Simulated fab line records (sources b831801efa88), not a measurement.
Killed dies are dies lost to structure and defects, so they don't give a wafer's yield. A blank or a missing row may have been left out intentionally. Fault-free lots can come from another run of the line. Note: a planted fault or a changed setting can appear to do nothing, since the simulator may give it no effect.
Problem report in the 8D (eight disciplines) form, filled by code | flow sfq-line | the parts of the form that need people (team, actions taken, sign-off) are left out

## 1. WHAT IS WRONG
head-pressure-psi at SFQ_TRILAYER_I3_CMP_CMP_082 reads a mean of 3.764 psi on 6 wafers of 2 lots; wafers without a fault read 3.001 psi with a standard deviation of 0.0062. That is +99 or more standard deviations from the usual mean.
The step: polishes SiO2.
Seen first at day 33 17:17 on cmp-01, wafer L875.4. The record holds 42 wafers of 14 lots with a number at this step. The rule behind "out" and "out of limits": a value lying over 4 standard deviations away from the usual mean. The other wafers with a number count as sound.

## 2. WHAT IT IS AND WHAT IT IS NOT
question                    | is                                    | is not
which readings at this step | head-pressure-psi, time-to-endpoint-s | -
which lots                  | L875, L876                            | L863, L864, L865, L866, L867, L868, L869, L873, L878, L881, L883, L886
which wafers of those lots  | all that have a number                | -
read on which tools         | cmp-01                                | cmp-02
when                        | from day 33 17:17                     | up to then (24 sound wafers); but 12 sound wafers of L878, L881, L883, L886 came after

## 3. WHAT RULES OUT EACH SUSPECT
Counting: any tool at a process step up to the reading is kept as a suspect provided that every lot that is out went through it and no sound lot did after the first of them.
- rie-metal-04 at SFQ_TRILAYER_I1_VIA_STRIP_STRIP_053 (strips in O2): ruled out as a lasting fault. After its first lot that is out, L875 (day 22 15:08), sound lots L883, L886 ran on it.
- rie-metal-04 at SFQ_TRILAYER_M3_STRIP_STRIP_079 (strips in O2): ruled out as a lasting fault. After its first lot that is out, L875 (day 32 19:04), sound lots L881 ran on it.
- cmp-01 at SFQ_TRILAYER_I3_CMP_CMP_082 (polishes SiO2): kept. It ran every lot that is out, first L875 (day 33 17:17), and no sound lot after that; its last sound lot up to then is L873 (day 33 09:47). Its own head-pressure-psi, time-to-endpoint-s readings are out on those wafers.
Left after counting: cmp-01 at SFQ_TRILAYER_I3_CMP_CMP_082.

## 4. THE CAUSE (what the simulator had put in)
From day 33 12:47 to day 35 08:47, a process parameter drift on cmp-01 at SFQ_TRILAYER_I3_CMP_CMP_082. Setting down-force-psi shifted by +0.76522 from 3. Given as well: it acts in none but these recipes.
After counting, this tool was the only one left.

## 5. THE EFFECT CHAIN, in route order
Each row: a reading whose mean over the struck wafers that have a number lies more than 3 standard deviations from the usual. Scope: only readings with a usual standard deviation given in the record; hours: median across lots of the time from each lot's start at the first step in this table that gives one to its start at this step; sigmas: change in usual standard deviations.
hours | step                        | reading            | usual     | on struck wafers | change | sigmas
0     | SFQ_TRILAYER_I3_CMP_CMP_082 | head-pressure-psi  | 3.001 psi | 3.764            | +0.763 | +99 or more
0     | SFQ_TRILAYER_I3_CMP_CMP_082 | time-to-endpoint-s | 215 s     | 172              | -43    | -6.3
Its process steps:
- SFQ_TRILAYER_I3_CMP_CMP_082: polishes SiO2.

## 6. WHAT WOULD HAVE CAUGHT IT SOONER
4 hours passed between the start of the fault at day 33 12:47 and the first reading out of limits in this record, taken at day 33 17:17.
